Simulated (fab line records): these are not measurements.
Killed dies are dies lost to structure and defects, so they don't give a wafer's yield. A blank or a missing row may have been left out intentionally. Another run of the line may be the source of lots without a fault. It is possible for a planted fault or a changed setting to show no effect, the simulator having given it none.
Which of the tools did it? ; flow sky130 ; Sampling: 13 lots, 38 wafers, 3 of 708 route steps

WHAT EACH GAUGE READ, for each wafer
SKY_VIA3_OVL_MEAS_13.
lot;measured;on;VIA3_OVL (nm)
L492;day 39 20:20;overlay-02;10 7 17
L493;day 40 01:35;overlay-02;-2 1 -3
L495;day 40 11:02;overlay-01;14 14 5
L496;day 41 00:32;overlay-01;-1 5 3
L498;day 41 22:23;overlay-01;7 0 5
L499;day 42 08:47;overlay-01;7 5 7
L500;day 42 13:47;overlay-01;9 0 10
L504;day 43 11:03;overlay-02;-2 -4
L505;day 43 13:02;overlay-02;0 -1 7
L511;day 44 20:32;overlay-02;-12 -5 -1
L512;day 45 02:53;overlay-01;-1 4 -1
L514;day 45 18:32;overlay-01;3 0 -4
L515;day 45 21:38;overlay-01;3 -2 4

SKY_VIA3_THK_MEAS_23: measures by xrf.
lot;measured;on;VIA3_W_THK (nm)
L492;day 39 21:22;filmMetro-01;379 385 383
L493;day 40 02:37;filmMetro-01;380 379 381
L495;day 40 12:04;filmMetro-04;383 389 386
L496;day 41 01:37;filmMetro-04;376 380 376
L498;day 41 23:29;filmMetro-03;371 377 377
L499;day 42 09:49;filmMetro-03;379 381 381
L500;day 42 14:51;filmMetro-03;388 391 384
L504;day 43 12:08;filmMetro-03;384 378
L505;day 43 14:06;filmMetro-04;400 401 394
L511;day 44 21:36;filmMetro-01;383 386 387
L512;day 45 03:55;filmMetro-03;390 386 390
L514;day 45 19:35;filmMetro-03;389 383 386
L515;day 45 22:40;filmMetro-01;381 384 381

TOOL THAT RAN EACH LOT (tool first, then ch and the chambers of the sampled wafers, then the start)
lot;SKY_VIA3_CVD_21
L492;cvdW-02 ch 0, day 39 21:07
L493;cvdW-02 ch 0,1, day 40 02:22
L495;cvdW-01 ch 0,1, day 40 11:49
L496;cvdW-01 ch 0,1, day 41 01:22
L498;cvdW-02 ch 0,1, day 41 23:14
L499;cvdW-02 ch 0,1, day 42 09:35
L500;cvdW-01 ch 0,1, day 42 14:37
L504;cvdW-02 ch 1, day 43 11:54
L505;cvdW-01 ch 0,1, day 43 13:51
L511;cvdW-01 ch 0,1, day 44 21:22
L512;cvdW-01 ch 0,1, day 45 03:41
L514;cvdW-01 ch 0,1, day 45 19:19
L515;cvdW-01 ch 0,1, day 45 22:25
- SKY_VIA3_CVD_21: deposits W, target thk 390 nm, time 117.31 s.

WHAT THE TOOLS THEMSELVES READ (means of the sampled wafers that have a number; where no wafer has one, the mark that the record gives instead)
SKY_VIA3_CVD_21.
lot;tool;heaterPowerW (W)
L492;cvdW-02;894
L493;cvdW-02;821
L495;cvdW-01;779
L496;cvdW-01;780
L498;cvdW-02;872
L499;cvdW-02;828
L500;cvdW-01;843
L504;cvdW-02;798
L505;cvdW-01;783
L511;cvdW-01;781
L512;cvdW-01;788
L514;cvdW-01;774
L515;cvdW-01;787

THE ANSWER, worked out from the rows above alone
Rule: usual is defined by the lots themselves. Put in order of their means at a reading, lots are off if they are a third of the lots or fewer, leave a main group of 4 or more, and stand apart from it by a gap of 3 or more times the standard deviation of the main group's means; of several such gaps the widest counts. A main group is skipped when, at the precision printed for the reading in the tables above, its means are all equal. A lot without any number at a reading at which 4 lots or more have one is off too. The other lots that the step has rows for count as sound. Order of review: gauges by route order, followed by the tools' own readings, for which a lot's mean as printed above is used. At the first step where some lot is off, the reading lying furthest off is the one used; lots without a number count as furthest.
No lot is off on any of the readings shown, so nothing can be concluded from this.

WHAT THE SIMULATOR HAD INSERTED
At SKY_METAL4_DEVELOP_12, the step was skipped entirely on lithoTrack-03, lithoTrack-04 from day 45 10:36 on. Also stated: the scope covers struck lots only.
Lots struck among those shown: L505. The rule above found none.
